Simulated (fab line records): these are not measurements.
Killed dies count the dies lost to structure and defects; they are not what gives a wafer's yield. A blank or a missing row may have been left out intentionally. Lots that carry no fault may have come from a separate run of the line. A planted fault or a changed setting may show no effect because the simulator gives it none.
Struck lot and sound lot, side by side || flow sky130 || 17 steps out of a route of 708
Sound: these wafers, L678.2, L678.3, L678.6. Wafers struck: L676.2, L676.3, L676.4. The cause is given at the end.
At each step with rows: each side's tool, then ch and its chambers, then its first start. Under that, the readings that differ: sound wafers || struck wafers || difference of the means || sigmas: that difference in standard deviations of wafers without a fault.
alike: readings whose means differ by less than 2 such deviations, and words and numbers that are the same on both sides. not compared: withheld readings, readings that some wafer has no value for, bounds like >300 that may hide the same value, and numbers for which the record gives no deviation and whose values overlap.
Wherever a step has rows on one side only, a row that says differs or no value, or a row with sigmas, the two part there. When numbers do not overlap yet have no deviation, they are printed without sigmas and do not part them. A reading that every wafer of one side lacks parts them only if that side has two wafers or more.

SKY_METAL1_THK_MEAS_06: measures by xrf.
  sound on film-metro-04 at day 36 01:34; struck on film-metro-04 at day 35 10:45
  alike: METAL1_ALCU_THK
then, 8 steps without rows for these wafers: SKY_METAL1_DEHYDRATE_07 (time 60 s); SKY_METAL1_HMDS_08 (prime time 60 s); SKY_METAL1_COAT_09 (resist thk 60 nm); SKY_METAL1_COAT_10 (resist thk 450 nm); SKY_METAL1_SOFTBAKE_11 (time 90 s); SKY_METAL1_EXPOSE_12 (exposes mask MM1, target cd 140 nm); SKY_METAL1_PEB_13; SKY_METAL1_DEVELOP_14 (develop time 60 s).
SKY_METAL1_CD_MEAS_15: the cd target is 140 nm.
  sound on cd-sem-01 at day 37 04:26; struck on cd-sem-01 at day 36 13:53
  alike: cd-nm
SKY_METAL1_OVL_MEAS_16:
  sound on overlay-02 at day 37 04:32; struck on overlay-01 at day 36 14:00
  alike: METAL1_OVL
SKY_METAL1_DESCUM_17: chemistry O2, time 8 s.
  sound on rie-metal-02 ch 0, day 37 04:34; struck on rie-metal-03 ch 0,1, day 36 14:02
  alike: chamber-pressure-mTorr, drypump-motor-current-A, oes-product-au
  not compared: rf-hours-counter-h
SKY_METAL1_ETCH_18: etches BARC in N2/H2, stops on SiO2, time 45.9 s, target depth 60 nm.
  sound on rie-metal-02 ch 0, day 37 04:36; struck on rie-metal-03 ch 0,1, day 36 14:04
  no value came back on the struck wafers for any of 5 readings (bias-w (W), chamber-pressure-mTorr (mTorr) and others); on the sound wafers bias-w (W) reads 99.4 99.7 100.0
{"reading": "model.KrF-thick_of_METAL1_COAT_10.thk-nm (nm)", "sound": "393.2 392.8 393.8", "struck": "436.3 435.2 435.5", "difference": "+42.4", "sigmas": ""}
  not compared: rf-hours-counter-h
SKY_METAL1_METAL_ETCH_19: etches the open film in Cl2/BCl3, stops on SiO2, target depth 360 nm, time 78 s.
  sound on rie-metal-02 ch 0, day 37 04:40; struck on rie-metal-03 ch 0,1, day 36 14:07
{"reading": "oes-product-au (a.u.)", "sound": "0.848 0.849 0.852", "struck": "0.374 0.383 0.374", "difference": -0.473, "sigmas": -86}
{"reading": "model.KrF-thick_of_METAL1_COAT_10.thk-nm (nm)", "sound": "158.6 157.1 156.6", "struck": "202.8 202.8 203.8", "difference": "+45.7", "sigmas": ""}
  alike: bcl3-flow-sccm, bias-w, chamber-pressure-mTorr, drypump-motor-current-A, throttle-valve-pct
  not compared: rf-hours-counter-h
SKY_METAL1_STRIP_20: strips in O2/N2.
  sound on plasma-asher-01 ch 0,1, day 37 04:45; struck on plasma-asher-01 ch 0,1, day 36 14:13
{"reading": "oes-product-au (a.u.)", "sound": "0.350 0.342 0.347", "struck": "0.367 0.355 0.368", "difference": "+0.017", "sigmas": "+3"}
{"reading": "strip-time-to-endpoint-s (s)", "sound": "2.69 2.68 2.67", "struck": "3.18 3.18 3.19", "difference": "+0.50", "sigmas": "+10"}
  alike: chamber-pressure-mTorr, drypump-motor-current-A
  not compared: rf-hours-counter-h
then, 1 step without rows for these wafers: SKY_METAL1_STRIP_21 (strips in post etch residue remover, time 1200 s).
-- the record jumps here: 13 days lie between the struck wafers' starts before and after (it left off in module METAL1 and takes up again in module PAD_OPEN, whose first step shown is number 708 of the route) --
SKY_PAD_OPEN_PROBE_99:
  sound on prober-01 at day 49 08:47; struck on prober-01 at day 49 07:17
{"reading": "defect-limited-yield (%)", "sound": "80.9 84.3 82.9", "struck": "0 0 0", "difference": -83, "sigmas": -46}
{"reading": "killed_at_M0_to_M3", "sound": "48 38 51", "struck": "438 449 440", "difference": "+397", "sigmas": "+66"}
{"reading": "killed-dies", "sound": "94 77 84", "struck": "492 492 492", "difference": "+407", "sigmas": "+47"}
{"reading": "killed-on-rim", "sound": "18 22 9", "struck": "96 96 96", "difference": "+80", "sigmas": "+23"}
{"reading": "sort_bin_5_function (%)", "sound": "9.1 9.1 11.8", "struck": "90.0 94.5 92.9", "difference": "+82.5", "sigmas": "+59"}
{"reading": "sort-n-pass", "sound": "398 415 408", "struck": "0 0 0", "difference": -407, "sigmas": -47}
{"reading": "sort-yield-pct (%)", "sound": "80.9 84.3 82.9", "struck": "0 0 0", "difference": -83, "sigmas": -46}
  alike: killed_at_M4_up, killed-at-contacts, killed-at-front-end, killed-at-other, killed-open, killed-short, sort_bin_3_pad_short, sort_bin_6_memory

## WHERE THEY PART
Last at SKY_PAD_OPEN_PROBE_99 as far as this record goes, first at SKY_METAL1_ETCH_18.

WHY: the cause the simulator had injected
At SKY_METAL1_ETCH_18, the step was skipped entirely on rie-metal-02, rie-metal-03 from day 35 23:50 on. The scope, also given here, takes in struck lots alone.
